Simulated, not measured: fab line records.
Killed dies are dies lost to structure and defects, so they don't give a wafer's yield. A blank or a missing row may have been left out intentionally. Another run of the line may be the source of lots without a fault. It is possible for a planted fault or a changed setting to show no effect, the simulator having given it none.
Comparing a struck lot with a sound one    flow sky130    14 steps out of a route of 708
Sound: wafers L881.1, L881.3, L881.4. Wafers L889.2, L889.3, L889.4 were the ones struck. At the end, the cause is stated.
For every step that has rows: the tool of each side, followed by ch and its chambers, followed by its first start. Under that, the readings that differ: sound wafers    struck wafers    difference of the means    sigmas: that difference in standard deviations of wafers without a fault.
alike: readings with means less than 2 such deviations apart, plus words and numbers identical on both sides. not compared: withheld readings, readings lacking a value on some wafer, bounds such as >300 that could conceal the same value, and numbers that have no deviation in the record and whose values overlap.
Wherever a step has rows on one side only, a row that says differs or no value, or a row with sigmas, the two part there. Numbers that have no deviation but don't overlap get no sigmas and don't part them. Lack of a reading on every wafer of one side parts them only where that side has two or more wafers.

first, 1 step without rows for these wafers: SKY_LOCAL_INTERCONNECT_CLEAN_18 (cleans in O3/DIW).
SKY_CONTACT_CVD_00: deposits Si3N4, target thk 75 nm.
  sound on pecvd-02 ch 0,1,2, day 30 12:53; struck on pecvd-01 ch 1,2, day 33 17:16
  alike: heater-power-w
SKY_CONTACT_THK_MEAS_01:
  sound on film-metro-04 at day 30 12:55; struck on film-metro-04 at day 33 17:19
  alike: CONTACT_CVD_00_THK
then, 1 step without rows for these wafers: SKY_CONTACT_HDPCVD_02 (deposits SiO2, target thk 565 nm, time 94.2 s).
SKY_CONTACT_THK_MEAS_03:
  sound on film-metro-01 at day 30 13:02; struck on film-metro-01 at day 33 17:26
  alike: CONTACT_HDPCVD_THK
SKY_CONTACT_CMP_04: polishes SiO2.
  sound on cmp-01 ch 0,1,3, day 30 13:06; struck on cmp-02 ch 1,2,3, day 33 17:29
reading                 sound     struck    difference  sigmas
time-to-endpoint-s (s)  93 92 88  83 82 81  -9          -2
  alike: motor-current-A, slurry-flow-ml-min
SKY_CONTACT_BOW_MEAS_05:
  sound on film-metro-01 at day 30 13:24; struck on film-metro-01 at day 33 17:49
  alike: CONTACT_BOW
then, 5 steps without rows for these wafers: SKY_CONTACT_DEHYDRATE_06 (time 60 s); SKY_CONTACT_HMDS_07 (prime time 60 s); SKY_CONTACT_COAT_08 (resist thk 60 nm); SKY_CONTACT_COAT_09 (resist thk 450 nm); SKY_CONTACT_SOFTBAKE_10 (time 90 s).
SKY_CONTACT_EXPOSE_11: exposes mask CTM1, target cd 170 nm.
  struck on krf-scanner-02, day 34 07:48; sound on krf-scanner-02 ch 0, day 31 03:31
  no value came back on the struck wafers for exposure-dose-mJ-cm2, focus-offset-nm (nm), reticle-temp-C (C); on the sound wafers exposure-dose-mJ-cm2 reads 37.94 37.96 37.93
  alike: mask
after that, 1 step had no rows for these wafers: SKY_CONTACT_PEB_12.

## WHERE THEY PART
At SKY_CONTACT_CMP_04 first; at SKY_CONTACT_EXPOSE_11 last (within this record only).

WHY: what the simulator had put in
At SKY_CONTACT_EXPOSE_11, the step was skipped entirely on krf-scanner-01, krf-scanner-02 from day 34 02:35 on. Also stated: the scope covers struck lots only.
